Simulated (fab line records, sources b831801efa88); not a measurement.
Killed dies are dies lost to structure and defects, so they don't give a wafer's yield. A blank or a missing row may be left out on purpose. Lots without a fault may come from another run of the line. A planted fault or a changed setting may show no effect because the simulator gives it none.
One fault seen from 2 desks | flow gf180mcu | each desk has only its own numbers; what lay behind them comes last

THE METROLOGY DESK
What the gauges read, lot by lot, whatever tool the lot ran on: means of the sampled wafers that have a number. A lot is out of limits, marked OUT, if its mean lies more than 4 standard deviations from the usual mean; the brackets give that distance.
Columns: A = cd_nm at GF_HV_LDD_CD_MEAS_31, usual 400.3 nm; B = cd_nm at GF_HV_LDD_CD_MEAS_46, usual 399.3 nm; C = HV_LDD_03_OVL at GF_HV_LDD_OVL_MEAS_47, usual -0.7 nm
lot  | first seen here | A     | B     | C
L489 | day 11 13:41    | 400.1 | 395.9 | -1.4
L490 | day 11 16:18    | 395.5 | 401.1 | -1.9
L491 | day 12 01:05    | 400.4 | 396.4 | -1.7
L492 | day 12 10:19    | 399.3 | 401.4 | 1.5
L493 | day 12 10:35    | 401.8 | 399.7 | -0.1
L494 | day 13 00:25    | 403.2 | 398.5 | -2.8
L495 | day 13 08:26    | 400.9 | 400.7 | 0.7
L496 | day 13 15:50    | 402.3 | 396.5 | -1.7
L501 | day 16 00:20    | 402.2 | 399.7 | -2.7
L508 | day 17 17:59    | 398.2 | 401.8 | 0.8
L510 | day 18 10:30    | 399.1 | 397.8 | -1.7
L511 | day 18 16:09    | 403.4 | 399.5 | 0.8
L512 | day 18 22:50    | 401.5 | 398.3 | 0.7
This desk's finding: nothing out of limits on any of the 13 lots.

THE TOOL OWNER'S DESK: rie_diel-04
The tool's own readings at GF_HV_LDD_ETCHBACK_58 (etches Si3N4 in CH3F/O2, stops on SiO2, time 100 s, target depth 90 nm): means of the sampled wafers that have a number, for each lot that ran on this tool. A lot is out of limits, marked OUT, if its mean lies more than 4 standard deviations from the usual mean; the brackets give that distance.
Columns: A = drypump_motor_current_A at GF_HV_LDD_ETCHBACK_58, usual 5.6 A; B = oes_product_au at GF_HV_LDD_ETCHBACK_58, usual 0.843 a.u.; C = run_length_s at GF_HV_LDD_ETCHBACK_58, usual 128.4 s; D = throttle_valve_pct at GF_HV_LDD_ETCHBACK_58, usual 10.561 %
lot  | first seen here | A   | B                | C               | D
L489 | day 12 13:07    | 5.5 | 0.847            | 129.0           | 10.560
L490 | day 12 16:05    | 5.8 | 0.841            | 128.5           | 10.563
L501 | day 17 02:59    | 5.6 | 0.894 (+8.1) OUT | 122.8 (-15) OUT | 10.570
L512 | day 20 01:37    | 5.7 | 0.849            | 128.6           | 10.560
This desk's finding: out of limits on L501; first on L501, day 17 02:59 (oes_product_au at GF_HV_LDD_ETCHBACK_58). In limits: L489, L490, L512.

PUT TOGETHER
The tool owner's desk could have raised an alarm at day 17 02:59, on L501.
The metrology desk saw nothing out of limits.
The metrology desk has L501 on record, within its limits.
Of the lots named, all ran GF_HV_LDD_ETCHBACK_58 on rie_diel-04.

WHAT THE SIMULATOR HAD PUT IN
Process parameter drift: rie_diel-04, from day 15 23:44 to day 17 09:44, at GF_HV_LDD_ETCHBACK_58. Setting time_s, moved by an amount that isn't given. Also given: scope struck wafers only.
Lots struck among those shown: L501.
Hours from the fault's start to each desk's first reading out of limits: the tool owner's desk, 27.
